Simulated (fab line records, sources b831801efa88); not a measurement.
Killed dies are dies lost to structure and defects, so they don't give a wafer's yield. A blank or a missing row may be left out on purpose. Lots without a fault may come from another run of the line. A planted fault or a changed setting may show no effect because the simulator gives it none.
fab line records | flow sky130
record lots=5 wafers=15 last_day=49
route steps=708 shown METAL3@534 CAPM@537
lots that met no fault: from a run of the same line without faults
start_h: hours from the record's first day to the start of the lot's first wafer shown | wait_h: hours since the lot's step before | " the same as in the row above | L1.1+2: a row that stands for several wafers | - no value, or no start given | * or withheld: withheld | < > ~ a bound
route shown NAME@n: a module of which the file shows steps, and the number in the route of the first | usual: mean/standard deviation of fault-free wafers | same: alike in all rows | chamber/n: place in a boat | sites: the reading at each site | _std_site: their standard deviation | _edge_site: outer sites' mean less inner sites' | radius_mm: how far each site lies from the wafer's centre | mask NAME#n: copy n | behind: the tool/chamber that last shaped the wafer | hold: why the lot was held/for how many hours/how that ended | device: the transistor (n, p or np) that didn't switch | end of line: the same wafers' tests at the end of the route | a step without rows: its recipe alone | killed: dies lost to structure and defects at the first sort, not the wafer's yield | map: a wafer's dies, x killed, . not, _ none there
set.NAME: the setting as run; set.NAME@STEP: as run at that earlier step | model.NAME: the simulator's own value behind a step, which no gauge read
lots at some steps of the route; a table a step, a row a wafer
services: from which hour (start_h, from the record's first day; less than 0 if before it) a tool's chamber was out of use, for how many hours, and why
## steps
# step SKY_METAL3_SPUTTER_02
# recipe material=AlCu target_thk_nm=735 power_w=10600 time_s=39.1 chamber_pressure_pa=0.4
# usual chamber_pressure_pa=0.4001/0.00084 throttle_valve_pct=30.0/1
# columns lot.wafer tool chamber start_h wait_h chamber_pressure_pa throttle_valve_pct
L076.2 pvd_sputter-03 - 868.46 0.0 0.4008 28.6
L076.3 " - " " 0.3996 29.5
L076.5 " - " " 0.3996 29.8
L083.2 pvd_sputter-02 - 920.77 0.0 0.4023 30.6
L083.3 " - " " 0.3997 31.9
L083.6 " - " " 0.4006 30.9
L086.2 pvd_sputter-01 - 938.55 0.0 0.3997 29.3
L086.4 " - " " 0.3994 29.1
L086.5 " - " " 0.4019 28.3
L090.4 pvd_sputter-03 - 977.20 0.0 0.4004 30.9
L090.5 " - " " 0.4008 28.7
L090.6 " - " " 0.3996 30.0
L091.2 pvd_sputter-03 - 980.50 0.0 0.4004 29.6
L091.3 " - " " 0.4011 30.9
L091.5 " - " " 0.4005 30.7
# step SKY_METAL3_SPUTTER_03
# recipe material=Ti target_thk_nm=5 power_w=3000 time_s=3.3 chamber_pressure_pa=0.4
# usual chamber_pressure_pa=0.4000/0.00078 throttle_valve_pct=29.9/1
# columns lot.wafer tool chamber start_h wait_h chamber_pressure_pa throttle_valve_pct
L076.2 pvd_sputter-03 - 868.50 0.0 0.3983 28.8
L076.3 " - " " 0.4001 29.4
L076.5 " - " " 0.3987 30.0
L083.2 pvd_sputter-02 - 920.81 0.0 0.3990 30.5
L083.3 " - " " 0.4003 31.9
L083.6 " - " " 0.4000 30.7
L086.2 pvd_sputter-01 - 938.59 0.0 0.4007 29.4
L086.4 " - " " 0.4007 28.9
L086.5 " - " " 0.4003 28.3
L090.4 pvd_sputter-03 - 977.24 0.0 0.3991 31.0
L090.5 " - " " 0.4003 29.0
L090.6 " - " " 0.4000 30.0
L091.2 pvd_sputter-03 - 980.54 0.0 0.4005 29.4
L091.3 " - " " 0.4008 30.8
L091.5 " - " " 0.4010 30.8
# step SKY_METAL3_SPUTTER_04
# recipe material=TiN target_thk_nm=70 power_w=6500 time_s=58.3 chamber_pressure_pa=0.4
# usual chamber_pressure_pa=0.3999/0.00086 throttle_valve_pct=30.0/1
# columns lot.wafer tool chamber start_h wait_h chamber_pressure_pa throttle_valve_pct
L076.2 pvd_sputter-03 - 868.52 0.0 0.3983 28.8
L076.3 " - " " 0.4013 29.7
L076.5 " - " " 0.3998 29.8
L083.2 pvd_sputter-02 - 920.83 0.0 0.4002 30.5
L083.3 " - " " 0.4009 31.8
L083.6 " - " " 0.4001 30.8
L086.2 pvd_sputter-01 - 938.60 0.0 0.3999 29.3
L086.4 " - " " 0.4009 28.9
L086.5 " - " " 0.4003 28.4
L090.4 pvd_sputter-03 - 977.25 0.0 0.4005 30.9
L090.5 " - " " 0.3972 28.7
L090.6 " - " " 0.3987 29.8
L091.2 pvd_sputter-03 - 980.56 0.0 0.3999 29.6
L091.3 " - " " 0.3994 31.1
L091.5 " - " " 0.3993 30.9
# step SKY_CAPM_CVD_00
# recipe material=SiO2 target_thk_nm=15.5 temp_c=400 time_s=withheld rf_w=450
# usual heater_power_outer_w=399/71 heater_power_w=674/84
# columns lot.wafer tool chamber start_h wait_h heater_power_outer_w heater_power_w
L076.2 pecvd-02 1 868.57 0.0 396 704
L076.3 " 0 " " 331 602
L076.5 " 0 " " 326 608
L083.2 pecvd-02 2 920.88 0.0 378 665
L083.3 " 0 " " 379 674
L083.6 " 1 " " 365 666
L086.2 pecvd-02 1 938.65 0.0 391 693
L086.4 " 0 " " 407 704
L086.5 " 1 " " 377 671
L090.4 pecvd-02 1 977.31 0.0 391 675
L090.5 " 0 " " 404 698
L090.6 " 2 " " 343 611
L091.2 pecvd-04 2 980.60 0.0 426 743
L091.3 " 0 " " 369 613
L091.5 " 1 " " 584 941
# step SKY_CAPM_THK_MEAS_01
# recipe reads=SiO2_of_CAPM_CVD_00
# usual CAPM_CVD_00_THK=15.58/0.21
# columns lot.wafer tool chamber start_h wait_h CAPM_CVD_00_THK[nm]
L076.2 film_metro-04 - 868.60 - 15.71
L076.3 " - " " 15.80
L076.5 " - " " 15.91
L083.2 film_metro-04 - 920.91 - 15.29
L083.3 " - " " 15.46
L083.6 " - " " 15.48
L086.2 film_metro-04 - 938.69 - 15.31
L086.4 " - " " 15.43
L086.5 " - " " 15.58
L090.4 film_metro-03 - 977.36 - 15.72
L090.5 " - " " 15.71
L090.6 " - " " 15.93
L091.2 film_metro-04 - 980.64 - 15.68
L091.3 " - " " 15.69
L091.5 " - " " 15.89
# step SKY_CAPM_SPUTTER_02
# recipe material=TiN target_thk_nm=200 temp_c=300 power_w=6500 time_s=166.7 chamber_pressure_pa=0.4
# usual chamber_pressure_pa=0.4000/0.00078 throttle_valve_pct=29.4/1.2
# columns lot.wafer tool chamber start_h wait_h chamber_pressure_pa throttle_valve_pct
L076.2 pvd_sputter-04 - 868.65 0.0 0.3994 29.1
L076.3 " - " " 0.3997 29.7
L076.5 " - " " 0.4008 28.7
L083.2 pvd_sputter-01 - 920.96 0.0 0.3981 30.0
L083.3 " - " " 0.4012 29.4
L083.6 " - " " 0.4008 28.4
L086.2 pvd_sputter-04 - 938.74 0.0 0.4000 28.8
L086.4 " - " " 0.4002 29.2
L086.5 " - " " 0.3996 28.8
L090.4 pvd_sputter-02 - 977.39 0.0 0.4004 31.4
L090.5 " - " " 0.4004 31.7
L090.6 " - " " 0.4000 30.6
L091.2 pvd_sputter-01 - 980.69 0.0 0.3989 29.1
L091.3 " - " " 0.3996 28.5
L091.5 " - " " 0.3985 28.8
# step SKY_CAPM_RS_MEAS_03
# recipe thk_meas_gauge=four-point-probe reads=TiN_of_CAPM_SPUTTER_02
# usual CAPM_TIN_RS=6.90/0.087
# columns lot.wafer tool chamber start_h wait_h CAPM_TIN_RS[ohm/sq]
L076.2 film_metro-02 - 868.78 0.1 6.99
L076.3 " - " " 6.95
L076.5 " - " " 6.94
L083.2 film_metro-02 - 921.09 0.1 6.94
L083.3 " - " " 6.94
L083.6 " - " " 6.98
L086.2 film_metro-02 - 938.86 0.1 6.89
L086.4 " - " " 6.92
L086.5 " - " " 6.85
L090.4 film_metro-04 - 977.55 0.1 6.89
L090.5 " - " " 6.90
L090.6 " - " " 6.79
L091.2 film_metro-03 - 980.82 0.1 6.98
L091.3 " - " " 6.96
L091.5 " - " " 6.99
# step SKY_CAPM_THK_MEAS_04
# recipe thk_meas_gauge=xrf reads=TiN_of_CAPM_SPUTTER_02
# usual CAPM_TIN_THK=197.4/2.3
# columns lot.wafer tool chamber start_h wait_h CAPM_TIN_THK[nm]
L076.2 film_metro-02 - 868.89 0.1 196.7
L076.3 " - " " 197.6
L076.5 " - " " 198.2
L083.2 film_metro-02 - 921.20 0.1 198.5
L083.3 " - " " 197.5
L083.6 " - " " 195.5
L086.2 film_metro-02 - 938.97 0.1 197.9
L086.4 " - " " 197.4
L086.5 " - " " 198.5
L090.4 film_metro-04 - 977.64 0.1 197.1
L090.5 " - " " 196.8
L090.6 " - " " 199.8
L091.2 film_metro-03 - 980.93 0.1 194.8
L091.3 " - " " 195.5
L091.5 " - " " 194.3
# step SKY_CAPM_DEHYDRATE_05
# recipe temp_c=200 time_s=60
# usual chill_plate_temp_C=23.01/0.11
# columns lot.wafer tool chamber start_h wait_h chill_plate_temp_C
L076.2 litho_track-02 0 880.86 12.0 23.10
L076.3 " 0 " " 22.96
L076.5 " 0 " " 23.07
L083.2 litho_track-01 0 932.68 11.5 23.09
L083.3 " 0 " " 22.93
L083.6 " 0 " " 23.03
L086.2 litho_track-01 0 950.38 11.4 22.88
L086.4 " 0 " " 23.12
L086.5 " 0 " " 22.94
L090.4 litho_track-03 0 988.44 10.8 23.05
L090.5 " 0 " " 23.14
L090.6 " 0 " " 23.08
L091.2 litho_track-01 0 991.33 10.4 22.96
L091.3 " 0 " " 23.05
L091.5 " 0 " " 23.18
# step SKY_CAPM_HMDS_06
# recipe prime_time_s=60 prime_temp_c=120
# usual chill_plate_temp_C=23.03/0.1
# columns lot.wafer tool chamber start_h wait_h chill_plate_temp_C
L076.2 litho_track-02 0 881.01 0.1 23.11
L076.3 " 0 " " 23.17
L076.5 " 0 " " 22.97
L083.2 litho_track-01 0 932.83 0.1 23.13
L083.3 " 0 " " 22.95
L083.6 " 0 " " 23.02
L086.2 litho_track-01 0 950.53 0.1 23.12
L086.4 " 0 " " 23.15
L086.5 " 0 " " 23.13
L090.4 litho_track-03 0 988.59 0.1 22.98
L090.5 " 0 " " 23.11
L090.6 " 0 " " 23.05
L091.2 litho_track-01 0 991.48 0.1 23.08
L091.3 " 0 " " 23.00
L091.5 " 0 " " 23.09
# step SKY_CAPM_COAT_07
# recipe resist=NOVOLAK spin_rpm=3000 resist_thk_nm=1140
# usual chill_plate_temp_C=23.02/0.095
# columns lot.wafer tool chamber start_h wait_h chill_plate_temp_C
L076.2 litho_track-02 0 881.16 0.1 23.20
L076.3 " 0 " " 23.08
L076.5 " 0 " " 23.06
L083.2 litho_track-01 0 932.98 0.1 23.19
L083.3 " 0 " " 23.08
L083.6 " 0 " " 23.09
L086.2 litho_track-01 0 950.68 0.1 23.16
L086.4 " 0 " " 22.98
L086.5 " 0 " " 23.00
L090.4 litho_track-03 0 988.74 0.1 23.05
L090.5 " 0 " " 22.96
L090.6 " 0 " " 22.99
L091.2 litho_track-01 0 991.63 0.1 23.02
L091.3 " 0 " " 23.00
L091.5 " 0 " " 23.01
# step SKY_CAPM_SOFTBAKE_08
# recipe temp_c=90 time_s=60 resist=NOVOLAK
# usual chill_plate_temp_C=23.00/0.1
# columns lot.wafer tool chamber start_h wait_h chill_plate_temp_C
L076.2 litho_track-02 0 881.31 0.1 22.83
L076.3 " 0 " " 22.86
L076.5 " 0 " " 22.80
L083.2 litho_track-01 0 933.13 0.1 22.97
L083.3 " 0 " " 22.96
L083.6 " 0 " " 23.13
L086.2 litho_track-01 0 950.83 0.1 22.86
L086.4 " 0 " " 22.99
L086.5 " 0 " " 23.05
L090.4 litho_track-03 0 988.89 0.1 22.88
L090.5 " 0 " " 22.96
L090.6 " 0 " " 22.88
L091.2 litho_track-01 0 991.78 0.1 23.09
L091.3 " 0 " " 23.18
L091.5 " 0 " " 22.97
# step SKY_CAPM_EXPOSE_09
# recipe mask_id=CAPM na=0.6 source_shape=conventional sigma_outer=0.6 polarization=unpolarized target_cd_nm=1000 dose_mj=159
# same sigma_outer=0.6
# columns lot.wafer tool chamber start_h wait_h mask
L076.2+3+5 iline_stepper-02 0 - - CAPM#0
L083.2+3+6 iline_stepper-02 0 - - CAPM#0
L086.2+4+5 iline_stepper-02 0 - - CAPM#0
L090.4+5+6 iline_stepper-01 0 - - CAPM#0
L091.2+3+5 iline_stepper-01 0 - - CAPM#0
# step SKY_CAPM_PEB_10
# recipe temp_c=withheld time_s=* resist=NOVOLAK
# usual chill_plate_temp_C=*
# columns lot.wafer tool chamber start_h wait_h chill_plate_temp_C
L076.2 litho_track-03 0 - - *
L076.3 " 0 " " *
L076.5 " 0 " " *
L083.2 litho_track-03 0 - - *
L083.3 " 0 " " *
L083.6 " 0 " " *
L086.2 litho_track-03 0 - - *
L086.4 " 0 " " *
L086.5 " 0 " " *
L090.4 litho_track-03 0 - - *
L090.5 " 0 " " *
L090.6 " 0 " " *
L091.2 litho_track-02 0 - - *
L091.3 " 0 " " *
L091.5 " 0 " " *
# step SKY_CAPM_DEVELOP_11
# recipe resist=NOVOLAK developer=TMAH develop_time_s=60 dev_temp_c=23
# usual chill_plate_temp_C=23.03/0.098
# columns lot.wafer tool chamber start_h wait_h chill_plate_temp_C
L076.2 litho_track-03 0 894.24 0.1 23.06
L076.3 " 0 " " 22.99
L076.5 " 0 " " 22.97
L083.2 litho_track-03 0 945.19 0.1 23.11
L083.3 " 0 " " 22.91
L083.6 " 0 " " 23.09
L086.2 litho_track-03 0 962.79 0.1 23.00
L086.4 " 0 " " 23.03
L086.5 " 0 " " 23.16
L090.4 litho_track-03 0 1000.19 0.1 23.01
L090.5 " 0 " " 23.14
L090.6 " 0 " " 23.02
L091.2 litho_track-02 0 1003.86 0.1 23.16
L091.3 " 0 " " 23.16
L091.5 " 0 " " 23.18
# step SKY_CAPM_OVL_MEAS_12
# usual CAPM_OVL=0.2/1.2
# columns lot.wafer tool chamber start_h wait_h CAPM_OVL[nm]
L076.2 overlay-01 - 894.37 0.1 1.1
L076.3 " - " " 1.0
L076.5 " - " " 0.2
L083.2 overlay-02 - 945.32 0.1 0.0
L083.3 " - " " 0.5
L083.6 " - " " -1.1
L086.2 overlay-02 - 962.92 0.1 0.1
L086.4 " - " " 1.2
L086.5 " - " " -1.9
L090.4 overlay-01 - 1000.28 0.1 2.0
L090.5 " - " " 1.2
L090.6 " - " " 0.9
L091.2 overlay-01 - 1003.99 0.1 0.2
L091.3 " - " " -1.2
L091.5 " - " " 2.2
# step SKY_CAPM_METAL_ETCH_13
# recipe target_depth_nm=220 stop_on=SiO2 chemistry=Cl2/BCl3 target=TiN pressure_mtorr=10 icp_w=900 bias_w=48.5 Cl2_flow_sccm=60 bcl3_flow_sccm=30 time_s=62.9
# usual drypump_motor_current_A=5.6/0.37 oes_product_au=0.943/0.0084 throttle_valve_pct=21.901/0.01
# columns lot.wafer tool chamber start_h wait_h drypump_motor_current_A oes_product_au rf_hours_counter_h throttle_valve_pct
L076.2 rie_metal-02 0 894.40 0.0 5.7 0.933 15 21.902
L076.3 " 1 " " 6.0 0.939 - 21.899
L076.5 " 1 " " 6.0 0.939 - 21.894
L083.2 rie_metal-03 0 945.35 0.0 5.1 0.944 5 21.895
L083.3 " 0 " " 5.1 0.938 - 21.894
L083.6 " 1 " " 5.0 0.929 - 21.891
L086.2 rie_metal-03 0 962.95 0.0 5.1 0.940 6 21.893
L086.4 " 0 " " 5.1 0.942 - 21.904
L086.5 " 0 " " 5.1 0.942 - 21.892
L090.4 rie_metal-04 1 1000.32 0.0 5.7 0.947 - 21.908
L090.5 " 0 " " 5.9 0.943 - 21.889
L090.6 " 1 " " 5.7 0.958 - 21.892
L091.2 rie_metal-03 1 1004.02 0.0 5.0 0.935 17 21.902
L091.3 " 0 " " 5.1 0.942 - 21.894
L091.5 " 0 " " 5.1 0.928 - 21.902
# step SKY_CAPM_STRIP_14
# recipe chemistry=O2/N2 power_w=1400 pressure_mtorr=1500 platen_temp_c=withheld o2_flow_sccm=3000 n2_flow_sccm=300 overash_fraction=0.5
# usual drypump_motor_current_A=5.8/0.39 oes_product_au=0.711/0.0046 strip_time_to_endpoint_s=12.66/0.043
# columns lot.wafer tool chamber start_h wait_h drypump_motor_current_A oes_product_au rf_hours_counter_h strip_time_to_endpoint_s
L076.2 plasma_asher-01 0 894.48 0.1 5.2 0.712 111 12.71
L076.3 " 1 " " 5.7 0.711 - 12.68
L076.5 " 1 " " 5.7 0.711 - 12.64
L083.2 plasma_asher-02 0 945.43 0.1 6.6 0.709 78 12.65
L083.3 " 1 " " 5.4 0.706 - 12.66
L083.6 " 1 " " 5.4 0.706 - 12.62
L086.2 plasma_asher-04 0 963.05 0.1 5.8 0.709 20 12.57
L086.4 " 0 " " 5.8 0.707 - 12.57
L086.5 " 0 " " 5.8 0.714 - 12.60
L090.4 plasma_asher-02 0 1000.41 0.1 6.6 0.709 - 12.65
L090.5 " 0 " " 6.6 0.718 - 12.64
L090.6 " 1 " " 5.5 0.712 - 12.64
L091.2 plasma_asher-01 1 1004.10 0.1 5.7 0.707 123 12.72
L091.3 " 0 " " 5.2 0.710 - 12.73
L091.5 " 0 " " 5.2 0.702 - 12.71
# step SKY_CAPM_STRIP_15
# recipe chemistry=post_etch_residue_remover time_s=1200 temp_c=72.5
# columns lot.wafer tool chamber start_h wait_h
L076.2+3+5 wet_bench-04 0 894.58 0.1
L083.2+3+6 wet_bench-02 3 945.53 0.1
L086.2+4+5 wet_bench-04 0 963.15 0.1
L090.4+5+6 wet_bench-02 3 1000.48 0.0
L091.2+3+5 wet_bench-03 0 1004.20 0.1
# step SKY_CAPM_CLEAN_16
# recipe chemistry=IPA time_s=180 temp_c=25
# columns lot.wafer tool chamber start_h wait_h
L076.2+3+5 wet_bench-02 3 894.95 0.0
L083.2+3+6 wet_bench-03 1 945.93 0.0
L086.2+4+5 wet_bench-02 1 963.49 0.0
L090.4+5+6 wet_bench-04 2 1000.82 0.0
L091.2+3+5 wet_bench-02 2 1004.54 0.0
# step SKY_CAPM_CLEAN_17
# recipe chemistry=O3/DIW dry=n2_spin
# columns lot.wafer tool chamber start_h wait_h
L076.2+3+5 wet_bench-04 1 895.01 0.0
L083.2+3+6 wet_bench-02 1 946.00 0.0
L086.2+4+5 wet_bench-03 2 963.56 0.0
L090.4+5+6 wet_bench-03 2 1000.88 0.0
L091.2+3+5 wet_bench-03 3 1004.60 0.0
# step SKY_METAL3_DEHYDRATE_05
# recipe temp_c=200 time_s=60
# usual chill_plate_temp_C=22.99/0.13
# columns lot.wafer tool chamber start_h wait_h chill_plate_temp_C
L076.2 litho_track-02 0 906.66 11.6 22.83
L076.3 " 0 " " 22.89
L076.5 " 0 " " 22.79
L083.2 litho_track-02 0 957.01 10.9 23.04
L083.3 " 0 " " 23.06
L083.6 " 0 " " 23.03
L086.2 litho_track-01 0 975.13 11.5 22.71
L086.4 " 0 " " 22.83
L086.5 " 0 " " 23.09
L090.4 litho_track-04 0 1011.95 11.0 22.85
L090.5 " 0 " " 23.02
L090.6 " 0 " " 22.93
L091.2 litho_track-02 0 1014.91 10.2 22.90
L091.3 " 0 " " 23.04
L091.5 " 0 " " 22.95
# step SKY_METAL3_HMDS_06
# recipe prime_time_s=60 prime_temp_c=120
# usual chill_plate_temp_C=23.00/0.11
# columns lot.wafer tool chamber start_h wait_h chill_plate_temp_C
L076.2 litho_track-02 0 906.81 0.1 23.14
L076.3 " 0 " " 23.12
L076.5 " 0 " " 23.28
L083.2 litho_track-02 0 957.16 0.1 22.92
L083.3 " 0 " " 23.10
L083.6 " 0 " " 22.95
L086.2 litho_track-01 0 975.28 0.1 22.98
L086.4 " 0 " " 23.03
L086.5 " 0 " " 22.98
L090.4 litho_track-04 0 1012.10 0.1 22.95
L090.5 " 0 " " 22.82
L090.6 " 0 " " 23.06
L091.2 litho_track-02 0 1015.06 0.1 23.09
L091.3 " 0 " " 22.95
L091.5 " 0 " " 23.07
# step SKY_METAL3_COAT_07
# recipe resist=BARC temp_c=withheld time_s=withheld spin_rpm=3000 resist_thk_nm=60
# usual chill_plate_temp_C=*
# columns lot.wafer tool chamber start_h wait_h chill_plate_temp_C
L076.2 litho_track-02 0 906.96 0.1 *
L076.3 " 0 " " *
L076.5 " 0 " " *
L083.2 litho_track-02 0 957.31 0.1 *
L083.3 " 0 " " *
L083.6 " 0 " " *
L086.2 litho_track-01 0 975.43 0.1 *
L086.4 " 0 " " *
L086.5 " 0 " " *
L090.4 litho_track-04 0 1012.25 0.1 *
L090.5 " 0 " " *
L090.6 " 0 " " *
L091.2 litho_track-02 0 1015.21 0.1 *
L091.3 " 0 " " *
L091.5 " 0 " " *
# step SKY_METAL3_COAT_08
# recipe resist=KrF-thick spin_rpm=3000 resist_thk_nm=1140
# usual chill_plate_temp_C=23.03/0.097
# columns lot.wafer tool chamber start_h wait_h chill_plate_temp_C
L076.2 litho_track-02 0 - - 23.12
L076.3 " 0 " " 23.03
L076.5 " 0 " " 23.04
L083.2 litho_track-02 0 - - 22.94
L083.3 " 0 " " 23.01
L083.6 " 0 " " 23.16
L086.2 litho_track-01 0 - - 22.79
L086.4 " 0 " " 22.96
L086.5 " 0 " " 23.09
L090.4 litho_track-04 0 - - 23.02
L090.5 " 0 " " 23.12
L090.6 " 0 " " 23.16
L091.2 litho_track-02 0 - - 22.92
L091.3 " 0 " " 23.14
L091.5 " 0 " " 22.99
# step SKY_METAL3_SOFTBAKE_09
# recipe temp_c=100 time_s=90 resist=KrF-thick
# usual chill_plate_temp_C=22.99/0.09
# columns lot.wafer tool chamber start_h wait_h chill_plate_temp_C
L076.2 litho_track-02 0 - - 22.86
L076.3 " 0 " " 23.08
L076.5 " 0 " " 22.93
L083.2 litho_track-02 0 - - 22.98
L083.3 " 0 " " 22.99
L083.6 " 0 " " 23.14
L086.2 litho_track-01 0 - - 22.88
L086.4 " 0 " " 22.90
L086.5 " 0 " " 22.83
L090.4 litho_track-04 0 - - 23.18
L090.5 " 0 " " 23.04
L090.6 " 0 " " 23.00
L091.2 litho_track-02 0 - - 23.06
L091.3 " 0 " " 22.84
L091.5 " 0 " " 22.89
# step SKY_METAL3_EXPOSE_10
# recipe mask_id=MM3 na=0.68 source_shape=annular sigma_inner=0.4 sigma_outer=0.8 target_cd_nm=300 dose_mj=28
# same sigma_outer=0.8
# columns lot.wafer tool chamber start_h wait_h mask
L076.2+3+5 krf_scanner-01 0 - - MM3#0
L083.2+3+6 krf_scanner-02 0 - - MM3#0
L086.2+4+5 krf_scanner-02 0 - - MM3#0
L090.4+5+6 krf_scanner-02 0 - - MM3#0
L091.2+3+5 krf_scanner-02 0 - - MM3#0
# step SKY_METAL3_PEB_11
# recipe peb_temp_c=withheld peb_time_s=withheld resist=KrF-thick
# usual chill_plate_temp_C=*
# columns lot.wafer tool chamber start_h wait_h chill_plate_temp_C
L076.2 litho_track-01 0 - - *
L076.3 " 0 " " *
L076.5 " 0 " " *
L083.2 litho_track-02 0 - - *
L083.3 " 0 " " *
L083.6 " 0 " " *
L086.2 litho_track-01 0 - - *
L086.4 " 0 " " *
L086.5 " 0 " " *
L090.4 litho_track-02 0 - - *
L090.5 " 0 " " *
L090.6 " 0 " " *
L091.2 litho_track-01 0 - - *
L091.3 " 0 " " *
L091.5 " 0 " " *
# step SKY_METAL3_DEVELOP_12
# recipe develop_time_s=60 resist=KrF-thick dev_temp_c=21
# usual chill_plate_temp_C=22.99/0.11
# columns lot.wafer tool chamber start_h wait_h chill_plate_temp_C
L076.2 litho_track-01 0 - - 22.98
L076.3 " 0 " " 23.13
L076.5 " 0 " " 23.06
L083.2 litho_track-02 0 - - 23.15
L083.3 " 0 " " 22.96
L083.6 " 0 " " 22.99
L086.2 litho_track-01 0 - - 23.02
L086.4 " 0 " " 23.15
L086.5 " 0 " " 23.06
L090.4 litho_track-02 0 - - 22.94
L090.5 " 0 " " 22.95
L090.6 " 0 " " 22.92
L091.2 litho_track-01 0 - - 23.08
L091.3 " 0 " " 23.23
L091.5 " 0 " " 23.01
# step SKY_METAL3_CD_MEAS_13
# recipe target_cd_nm=300
# usual cd_nm=300.6/1.4
# columns lot.wafer tool chamber start_h wait_h cd_nm
L076.2 cd_sem-01 - 920.12 - 299.1
L076.3 " - " " 299.2
L076.5 " - " " 298.6
L083.2 cd_sem-02 - 969.81 - 299.1
L083.3 " - " " 299.0
L083.6 " - " " 299.7
L086.2 cd_sem-02 - 987.57 - 301.2
L086.4 " - " " 300.0
L086.5 " - " " 301.4
L090.4 cd_sem-02 - 1023.80 - 299.9
L090.5 " - " " 301.1
L090.6 " - " " 299.3
L091.2 cd_sem-01 - 1027.43 - 299.3
L091.3 " - " " 299.3
L091.5 " - " " 300.1
# step SKY_METAL3_OVL_MEAS_14
# usual METAL3_OVL=2/5.8
# columns lot.wafer tool chamber start_h wait_h METAL3_OVL[nm]
L076.2 overlay-01 - 920.23 0.1 2
L076.3 " - " " -1
L076.5 " - " " 1
L083.2 overlay-02 - 969.91 0.1 -13
L083.3 " - " " -17
L083.6 " - " " -3
L086.2 overlay-01 - 987.68 0.1 12
L086.4 " - " " 4
L086.5 " - " " 9
L090.4 overlay-02 - 1023.88 0.1 5
L090.5 " - " " -2
L090.6 " - " " -1
L091.2 overlay-01 - 1027.53 0.1 3
L091.3 " - " " 5
L091.5 " - " " 4
# step SKY_METAL3_DESCUM_15
# recipe chemistry=O2 source_power_w=150 bias_power_w=0 pressure_mtorr=10 temp_c=40 time_s=8
# usual drypump_motor_current_A=5.4/0.37 oes_product_au=1.002/0.0075
# columns lot.wafer tool chamber start_h wait_h drypump_motor_current_A oes_product_au rf_hours_counter_h
L076.2 rie_metal-01 0 920.26 0.0 5.7 0.997 8
L076.3 " 0 " " 5.8 0.998 -
L076.5 " 1 " " 5.2 0.999 -
L083.2 rie_metal-02 1 969.94 0.0 6.0 1.007 13
L083.3 " 1 " " 6.0 1.016 -
L083.6 " 0 " " 5.7 0.986 -
L086.2 rie_metal-01 0 987.72 0.0 5.7 0.998 -
L086.4 " 0 " " 5.7 1.004 -
L086.5 " 0 " " 5.7 1.001 -
L090.4 rie_metal-01 1 1023.91 0.0 5.1 0.998 -
L090.5 " 0 " " 5.7 1.006 -
L090.6 " 1 " " 5.2 0.997 -
L091.2 rie_metal-03 1 1027.56 0.0 5.0 1.006 18
L091.3 " 0 " " 5.1 1.015 -
L091.5 " 0 " " 5.1 1.012 -
# step SKY_METAL3_ETCH_16
# recipe chemistry=N2/H2 target=BARC ion_energy_ev=200 bias_w=100 pressure_mtorr=30 n2_flow_sccm=100 h2_flow_sccm=200 icp_w=500 stop_on=SiO2 time_s=88.2 target_depth_a=600
# usual drypump_motor_current_A=5.4/0.38 h2_flow_sccm=200.0/0.59 oes_product_au=0.626/0.0046 throttle_valve_pct=13.205/0.0098
# columns lot.wafer tool chamber start_h wait_h drypump_motor_current_A h2_flow_sccm oes_product_au rf_hours_counter_h throttle_valve_pct
L076.2 rie_metal-01 0 920.29 0.0 5.8 200.0 0.618 8 13.213
L076.3 " 0 " " 5.8 201.0 0.632 - 13.199
L076.5 " 1 " " 5.2 199.8 0.622 - 13.209
L083.2 rie_metal-02 1 969.98 0.0 6.0 199.7 0.619 13 13.195
L083.3 " 1 " " 6.0 200.5 0.626 - 13.208
L083.6 " 0 " " 5.7 199.7 0.628 - 13.204
L086.2 rie_metal-01 0 987.81 0.1 5.7 200.3 0.630 - 13.196
L086.4 " 0 " " 5.7 199.9 0.624 - 13.209
L086.5 " 0 " " 5.7 199.4 0.628 - 13.223
L090.4 rie_metal-01 1 1023.96 0.0 5.2 201.1 0.637 - 13.215
L090.5 " 0 " " 5.7 201.2 0.630 - 13.208
L090.6 " 1 " " 5.2 200.0 0.629 - 13.216
L091.2 rie_metal-03 1 1027.59 0.0 5.0 199.1 0.626 18 13.191
L091.3 " 0 " " 5.1 200.9 0.614 - 13.209
L091.5 " 0 " " 5.1 200.0 0.624 - 13.181
# step SKY_METAL3_ETCH_17
# recipe target=SiO2 stop_on=TiN chemistry=C4F8/O2/Ar source_w=1500 bias_w=1200 pressure_mtorr=40 c4f8_flow_sccm=withheld O2_flow_sccm=6 Ar_flow_sccm=300 time_s=3.9 target_depth_a=150
# usual oes_product_au=0.756/0.007
# columns lot.wafer tool chamber start_h wait_h oes_product_au rf_hours_counter_h
L076.2 rie_diel-03 2 920.39 0.1 0.757 12
L076.3 " 3 " " 0.761 -
L076.5 " 2 " " 0.756 -
L083.2 rie_diel-02 0 970.07 0.1 0.751 19
L083.3 " 2 " " 0.752 9
L083.6 " 2 " " 0.759 -
L086.2 rie_diel-02 3 987.97 0.1 0.750 9
L086.4 " 2 " " 0.759 10
L086.5 " 0 " " 0.750 -
L090.4 rie_diel-01 2 1024.03 0.0 0.761 18
L090.5 " 2 " " 0.758 -
L090.6 " 1 " " 0.765 -
L091.2 rie_diel-01 1 1027.69 0.1 0.760 12
L091.3 " 0 " " 0.760 15
L091.5 " 2 " " 0.769 -
## services
# columns tool chamber start_h hours kind
rie_diel-02 1 846.28 6.7 repair
rie_diel-01 3 848.14 2.5 repair
iline_stepper-01 - 853.57 4.3 pm
pvd_sputter-01 - 855.56 1.3 repair
rie_metal-03 - 857.08 2.8 pm
krf_scanner-02 - 860.53 6.2 repair
krf_scanner-02 - 860.78 0.9 repair
krf_scanner-02 - 885.48 0.8 pm
krf_scanner-02 - 889.00 1.3 pm
pvd_sputter-03 - 898.70 2.3 repair
rie_metal-02 - 918.99 2.8 pm
wet_bench-02 - 921.76 2.8 repair
krf_scanner-02 - 930.62 4.4 pm
krf_scanner-02 - 934.99 0.8 pm
krf_scanner-02 - 937.13 2.2 repair
rie_metal-03 1 938.62 5.7 repair
iline_stepper-02 - 959.81 2.7 repair
pvd_sputter-02 - 965.40 1.8 repair
pvd_sputter-01 - 968.76 1.4 repair
rie_metal-03 - 986.30 15.6 pm
wet_bench-04 - 1001.15 1.9 pm
iline_stepper-02 - 1004.17 9.3 repair
krf_scanner-02 - 1017.63 1.0 pm
rie_metal-01 - 1027.03 0.1 repair
## key
fault none
